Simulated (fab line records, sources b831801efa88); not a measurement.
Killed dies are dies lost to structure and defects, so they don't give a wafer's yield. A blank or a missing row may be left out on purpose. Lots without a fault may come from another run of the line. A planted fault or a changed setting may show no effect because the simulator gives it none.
Which tool did it? | flow sky130 | 24 lots, 72 wafers sampled, at 3 steps of a route of 708

WHAT THE GAUGES READ, wafer by wafer
SKY_METAL2_CD_MEAS_15: target cd 140 nm.
lot  | measured     | on        | cd_nm (nm)
L075 | day 35 22:20 | cd_sem-02 | 142.9 141.7 141.0
L077 | day 36 16:08 | cd_sem-02 | 141.6 141.3 143.1
L074 | day 36 16:49 | cd_sem-02 | 138.5 141.4 139.7
L076 | day 36 17:08 | cd_sem-01 | 139.2 137.9 138.4
L078 | day 36 18:05 | cd_sem-02 | 140.4 140.1 140.1
L079 | day 36 21:19 | cd_sem-01 | 138.3 139.2 139.1
L080 | day 37 02:41 | cd_sem-01 | 136.4 135.2 136.6
L081 | day 37 10:16 | cd_sem-02 | 136.9 136.9 137.1
L082 | day 37 22:49 | cd_sem-01 | 139.1 139.9 139.6
L084 | day 38 09:29 | cd_sem-01 | 139.7 139.2 140.4
L083 | day 38 10:09 | cd_sem-01 | 139.7 139.8 138.8
L085 | day 38 12:56 | cd_sem-02 | 137.6 138.2 137.2
L086 | day 39 11:17 | cd_sem-02 | 142.0 140.2 141.2
L088 | day 40 04:49 | cd_sem-01 | 139.0 140.7 141.7
L087 | day 40 12:07 | cd_sem-02 | 137.4 137.4 137.7
L090 | day 40 16:58 | cd_sem-02 | 141.1 142.7 140.4
L089 | day 40 17:50 | cd_sem-02 | 141.1 141.1 139.3
L092 | day 41 01:05 | cd_sem-02 | 141.9 140.9 141.5
L091 | day 41 02:34 | cd_sem-01 | 140.7 139.7 139.6
L093 | day 41 08:25 | cd_sem-01 | 137.6 136.6 137.4
L094 | day 41 14:41 | cd_sem-01 | 138.9 140.8 141.5
L095 | day 42 01:48 | cd_sem-02 | 139.0 141.1 139.4
L096 | day 42 05:38 | cd_sem-02 | 142.1 142.3 142.7
L097 | day 42 10:04 | cd_sem-01 | 139.3 138.1 138.6

SKY_VIA2_OVL_MEAS_13.
lot  | measured     | on         | VIA2_OVL (nm)
L075 | day 37 02:23 | overlay-01 | -1 -5 2
L077 | day 37 19:23 | overlay-02 | -4 -3 -2
L074 | day 37 20:14 | overlay-02 | 5 -7 -3
L076 | day 37 20:35 | overlay-01 | -6 -10 -11
L078 | day 37 21:29 | overlay-02 | 6 8 3
L079 | day 38 00:59 | overlay-02 | 1 -1 -2
L080 | day 38 06:04 | overlay-02 | 4 4 6
L081 | day 38 13:29 | overlay-02 | 3 1 0
L082 | day 39 01:31 | overlay-01 | 4 0 4
L084 | day 39 11:59 | overlay-01 | -6 -3 -2
L083 | day 39 12:51 | overlay-02 | 2 -4 -4
L085 | day 39 15:26 | overlay-02 | -9 -9 -9
L086 | day 40 13:59 | overlay-02 | 0 0 2
L088 | day 41 06:47 | overlay-02 | -4 -7 -3
L087 | day 41 12:50 | overlay-02 | -3 -12 -10
L090 | day 41 18:11 | overlay-02 | 6 -3 -1
L089 | day 41 19:47 | overlay-01 | 7 10 1
L092 | day 42 01:50 | overlay-02 | 0 -1 -2
L091 | day 42 04:40 | overlay-01 | -4 2 2
L093 | day 42 09:14 | overlay-01 | 3 -4 -3
L094 | day 42 15:53 | overlay-01 | -8 -5 -6
L095 | day 43 01:59 | overlay-01 | -3 -10 -3
L096 | day 43 06:41 | overlay-02 | -10 -6 -9
L097 | day 43 11:02 | overlay-01 | 0 -10 -2

WHICH TOOL RAN EACH LOT (tool, then ch and the chambers of the sampled wafers, then the start)
lot  | SKY_METAL1_METAL_ETCH_19
L075 | rie_metal-02 ch 0,1, day 33 15:10
L077 | rie_metal-02 ch 1, day 34 09:11
L074 | rie_metal-04 ch 0,1, day 34 09:23
L076 | rie_metal-01 ch 0,1, day 34 09:51
L078 | rie_metal-02 ch 0,1, day 34 10:58
L079 | rie_metal-01 ch 0,1, day 34 14:07
L080 | rie_metal-01 ch 0,1, day 34 19:01
L081 | rie_metal-04 ch 0,1, day 35 04:13
L082 | rie_metal-04 ch 0,1, day 35 16:03
L084 | rie_metal-04 ch 0, day 36 02:54
L083 | rie_metal-02 ch 0,1, day 36 04:23
L085 | rie_metal-04 ch 1, day 36 06:38
L086 | rie_metal-04 ch 0,1, day 37 05:59
L088 | rie_metal-01 ch 0,1, day 38 00:14
L087 | rie_metal-01 ch 0,1, day 38 06:50
L090 | rie_metal-04 ch 1, day 38 11:19
L089 | rie_metal-01 ch 0,1, day 38 13:29
L092 | rie_metal-02 ch 0,1, day 38 19:07
L091 | rie_metal-04 ch 0,1, day 38 22:52
L093 | rie_metal-01 ch 1, day 39 04:06
L094 | rie_metal-01 ch 0,1, day 39 11:36
L095 | rie_metal-01 ch 0,1, day 39 22:32
L096 | rie_metal-04 ch 0,1, day 40 02:22
L097 | rie_metal-02 ch 0,1, day 40 06:54
- SKY_METAL1_METAL_ETCH_19: etches the open film in Cl2/BCl3, stops on SiO2, target depth 360 nm, time 78 s.

WHAT THE TOOLS THEMSELVES READ (means of the sampled wafers that have a number; where no wafer has one, the mark that the record gives instead)
SKY_METAL1_METAL_ETCH_19.
lot  | tool         | drypump_motor_current_A (A) | oes_product_au (a.u.) | throttle_valve_pct (%)
L075 | rie_metal-02 | 6.0                         | 0.865                 | 22.261
L077 | rie_metal-02 | 6.0                         | 0.855                 | 22.257
L074 | rie_metal-04 | 5.6                         | 0.858                 | 22.264
L076 | rie_metal-01 | 5.6                         | 0.854                 | 22.268
L078 | rie_metal-02 | 6.0                         | 0.847                 | 22.263
L079 | rie_metal-01 | 5.7                         | 0.851                 | 22.269
L080 | rie_metal-01 | 5.8                         | 0.856                 | 22.264
L081 | rie_metal-04 | 5.2                         | 0.852                 | 22.263
L082 | rie_metal-04 | 5.2                         | 0.858                 | 22.260
L084 | rie_metal-04 | 4.8                         | 0.853                 | 22.264
L083 | rie_metal-02 | 6.0                         | 0.859                 | 22.261
L085 | rie_metal-04 | 6.0                         | 0.859                 | 22.263
L086 | rie_metal-04 | 5.2                         | 0.851                 | 22.268
L088 | rie_metal-01 | 5.8                         | 0.853                 | 22.263
L087 | rie_metal-01 | 5.6                         | 0.848                 | 22.256
L090 | rie_metal-04 | 6.0                         | 0.866                 | 22.274
L089 | rie_metal-01 | 5.8                         | 0.856                 | 22.269
L092 | rie_metal-02 | 6.0                         | 0.859                 | 22.255
L091 | rie_metal-04 | 5.6                         | 0.855                 | 22.270
L093 | rie_metal-01 | 5.4                         | 0.855                 | 22.259
L094 | rie_metal-01 | 5.6                         | 0.856                 | 22.263
L095 | rie_metal-01 | 5.6                         | 0.853                 | 22.266
L096 | rie_metal-04 | 5.2                         | 0.853                 | 22.266
L097 | rie_metal-02 | 5.9                         | 0.852                 | 22.265

THE ANSWER, worked out from the rows above alone
Rule: what is usual is taken from the lots themselves. Put in order of their means at a reading, lots are off if they are a third of the lots or fewer, leave a main group of 4 or more, and stand apart from it by a gap of 3 or more times the standard deviation of the main group's means; of several such gaps the widest counts. A main group whose means are all the same, to the digits that the tables above print for the reading, isn't used. A lot without any number at a reading at which 4 lots or more have one is off too. The other lots that the step has rows for count as sound. The gauges are gone through in route order, then the tools' own readings, and for those a lot's mean is taken as printed above. The first step at which some lot is off is used, and at that step the reading that is off furthest; a lot without a number counts as furthest.
No lot is off at any reading shown: from this, nothing can be told.

WHAT THE SIMULATOR HAD PUT IN
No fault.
